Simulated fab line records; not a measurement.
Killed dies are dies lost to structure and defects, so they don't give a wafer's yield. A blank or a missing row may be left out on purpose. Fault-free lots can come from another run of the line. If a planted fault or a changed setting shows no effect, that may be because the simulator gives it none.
Which tool was responsible? + flow gf180mcu + 11 lots, 33 wafers sampled, at 2 steps of a route of 602

WHAT THE GAUGES SHOWED, per wafer
GF_M1_CD_MEAS_14 targets a cd of 230 nm.
| lot  | measured     | on       | cdNm (nm)         |
|------|--------------|----------|-------------------|
| L269 | day 18 07:13 | cdSem-01 | 229.5 230.6 229.6 |
| L271 | day 19 00:43 | cdSem-02 | 231.0 229.5 229.6 |
| L272 | day 19 21:44 | cdSem-01 | 227.7 228.1 227.5 |
| L274 | day 20 06:52 | cdSem-01 | 227.5 228.6 228.8 |
| L275 | day 20 13:49 | cdSem-01 | 214.4 212.4 214.0 |
| L277 | day 21 07:40 | cdSem-01 | 217.6 217.1 218.6 |
| L278 | day 21 14:17 | cdSem-01 | 216.9 216.1 216.0 |
| L279 | day 22 04:08 | cdSem-02 | 227.6 227.8 228.5 |
| L285 | day 23 20:13 | cdSem-01 | 229.2 229.7 230.5 |
| L287 | day 24 16:50 | cdSem-01 | 230.5 230.9 231.4 |
| L288 | day 24 23:18 | cdSem-01 | 229.9 229.0 230.5 |

WHAT TOOL EACH LOT RAN ON (gives the tool, then ch and the chambers of the sampled wafers, and finally the start)
| lot  | GF_M1_PEB_12                     |
|------|----------------------------------|
| L269 | lithoTrack-01 ch 0, day 18 06:52 |
| L271 | lithoTrack-04 ch 0, day 19 00:22 |
| L272 | lithoTrack-02 ch 0, day 19 21:23 |
| L274 | lithoTrack-02 ch 0, day 20 06:31 |
| L275 | lithoTrack-02 ch 0, day 20 13:28 |
| L277 | lithoTrack-02 ch 0, day 21 07:19 |
| L278 | lithoTrack-02 ch 0, day 21 13:57 |
| L279 | lithoTrack-04 ch 0, day 22 03:48 |
| L285 | lithoTrack-01 ch 0, day 23 19:52 |
| L287 | lithoTrack-04 ch 0, day 24 16:29 |
| L288 | lithoTrack-02 ch 0, day 24 22:58 |
- GF_M1_PEB_12: peb time 90 s.

THE ANSWER, worked out from the rows above alone
Rule: the usual values come from the lots themselves. Put in order of their means at a reading, lots are off if they are a third of the lots or fewer, leave a main group of 4 or more, and stand apart from it by a gap of 3 or more times the standard deviation of the main group's means; of several such gaps the widest counts. A main group is skipped when, at the precision printed for the reading in the tables above, its means are all equal. A lot without any number at a reading at which 4 lots or more have one is off too. The other lots that the step has rows for count as sound.
Off at GF_M1_CD_MEAS_14 (cdNm): L275, L277, L278. Main group: mean 229.3 nm, sd 1.1.
A tool fits if, at a process step before that reading, it ran every lot that is off, and no sound lot after the first of them. Gauges at GF_M1_CD_MEAS_14: tried the same way as those tools. Not one of the candidates tried fits.

WHAT HAD BEEN PUT IN BY THE SIMULATOR
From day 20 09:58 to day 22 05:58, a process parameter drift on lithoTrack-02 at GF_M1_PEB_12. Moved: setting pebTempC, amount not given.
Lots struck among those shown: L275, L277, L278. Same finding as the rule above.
